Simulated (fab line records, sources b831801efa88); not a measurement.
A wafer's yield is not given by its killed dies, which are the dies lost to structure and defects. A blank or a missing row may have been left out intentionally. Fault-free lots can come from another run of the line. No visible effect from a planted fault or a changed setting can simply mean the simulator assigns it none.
Which tool was responsible? ; flow sky130 ; 42 wafers from 14 lots sampled at 3 of the route's 708 steps

## WHAT THE GAUGES READ, wafer by wafer
SKY_LDD_LDN_OVL_MEAS_07. Usual: LDD_LDN_OVL -0.1 nm, standard deviation 1.4.
lot;measured;on;LDD_LDN_OVL (nm);flag
L490;day 22 05:31;overlay-01;1.9 0.9 0.6;
L492;day 23 06:52;overlay-01;-0.3 0.3 -2.6;
L494;day 24 01:16;overlay-02;0.5 1.5 0.1;
L496;day 24 21:37;overlay-01;-0.8 1.7 1.3;
L497;day 25 03:01;overlay-01;2.3 0.6 1.6;
L498;day 25 15:58;overlay-01;0.1 -0.9 0.8;
L501;day 27 11:27;overlay-01;3.0 0.9 1.9;
L502;day 27 12:04;overlay-01;0.2 1.4 1.7;
L503;day 27 17:56;overlay-01;-1.9 -0.2 -0.1;
L504;day 27 22:19;overlay-02;0.2 0.7 -1.0;
L507;day 29 01:24;overlay-02;- - -;OFF
L508;day 29 11:13;overlay-02;- - -;OFF
L511;day 30 10:25;overlay-01;1.8 0.3 0.0;
L512;day 30 10:26;overlay-02;-1.0 -0.5 -2.2;

SKY_RES_XHIGH_TW_MEAS_09. Usual: RES_XHIGH_TW 1624, standard deviation 14.
lot;measured;on;RES_XHIGH_TW;flag
L490;day 26 01:35;film metro-01;1620 1620 1624;
L492;day 27 01:31;film metro-01;1632 1626 1630;
L494;day 27 17:52;film metro-01;1634 1629 1631;
L496;day 28 15:35;film metro-03;1635 1643 1635;
L497;day 28 20:22;film metro-02;1613 1595 1611;
L498;day 29 09:36;film metro-03;1632 1632 1618;
L501;day 31 01:12;film metro-03;1623 1626 1641;
L502;day 31 02:49;film metro-03;1642 1626 1642;
L503;day 31 07:05;film metro-03;1640 1633 1633;
L504;day 31 13:01;film metro-02;1607 1607 1611;
L507;day 32 14:25;film metro-01;1926 1917 1906;OFF
L508;day 32 22:16;film metro-01;1908 1906 1912;OFF
L511;day 33 21:49;film metro-03;1639 1631 1628;
L512;day 33 23:07;film metro-02;1609 1605 1606;

## EACH LOT AND THE TOOL THAT RAN IT (in order: tool; ch and the chambers of the sampled wafers; start)
lot;SKY_LDD_LDN_COAT_02
L490;litho track-02 ch 0, day 21 14:27
L492;litho track-01 ch 0, day 22 16:04
L494;litho track-01 ch 0, day 23 09:59
L496;litho track-01 ch 0, day 24 07:22
L497;litho track-04 ch 0, day 24 12:28
L498;litho track-02 ch 0, day 25 00:40
L501;litho track-04 ch 0, day 26 20:42
L502;litho track-02 ch 0, day 26 21:40
L503;litho track-02 ch 0, day 27 03:27
L504;litho track-02 ch 0, day 27 07:39
L507;litho track-01, day 28 10:52
L508;litho track-02, day 28 21:06
L511;litho track-01 ch 0, day 29 20:19
L512;litho track-02 ch 0, day 29 20:21
- SKY_LDD_LDN_COAT_02: resist thk 1140 nm.

## WHAT THE TOOLS THEMSELVES READ (means of the sampled wafers that have a number; where no wafer has one, the mark that the record gives instead)
SKY_LDD_LDN_COAT_02. Usual: chill plate temp C 23.01 C, standard deviation 0.1; dispense pressure kPa 50.7 kPa, standard deviation 1.9.
lot;tool;chill plate temp C (C);dispense pressure kPa (kPa);flag
L490;litho track-02;22.94;52.4;
L492;litho track-01;23.05;47.9;
L494;litho track-01;23.11;47.8;
L496;litho track-01;23.03;47.9;
L497;litho track-04;23.17;51.0;
L498;litho track-02;23.16;52.4;
L501;litho track-04;23.09;50.9;
L502;litho track-02;22.95;52.4;
L503;litho track-02;22.93;52.4;
L504;litho track-02;22.92;52.4;
L507;litho track-01;-;-;OFF
L508;litho track-02;-;-;OFF
L511;litho track-01;22.91;47.8;
L512;litho track-02;22.94;52.4;

## THE ANSWER, worked out from the rows above alone
Rule: a lot is off if the mean of its wafers that have a number lies more than 3 standard deviations from the usual mean. A lot without any number at a reading at which 4 lots or more have one is off too. Any other lot the step has rows for is counted as sound. Order of review: gauges by route order, followed by the tools' own readings, for which a lot's mean as printed above is used. The first step at which some lot is off is used, and at that step the reading that is off furthest; a lot without a number counts as furthest.
Off: L507, L508, seen at SKY_LDD_LDN_OVL_MEAS_07 (LDD_LDN_OVL). Without a number there: L507, L508.
A tool fits if, at a process step before that reading, it ran every lot that is off, and no sound lot after the first of them. The gauges at SKY_LDD_LDN_OVL_MEAS_07 aren't tried: what is off there is off at SKY_RES_XHIGH_TW_MEAS_09 too, on other tools, and a gauge's error can't cause that. No candidate that was tried fits.

## WHAT THE SIMULATOR HAD PUT IN
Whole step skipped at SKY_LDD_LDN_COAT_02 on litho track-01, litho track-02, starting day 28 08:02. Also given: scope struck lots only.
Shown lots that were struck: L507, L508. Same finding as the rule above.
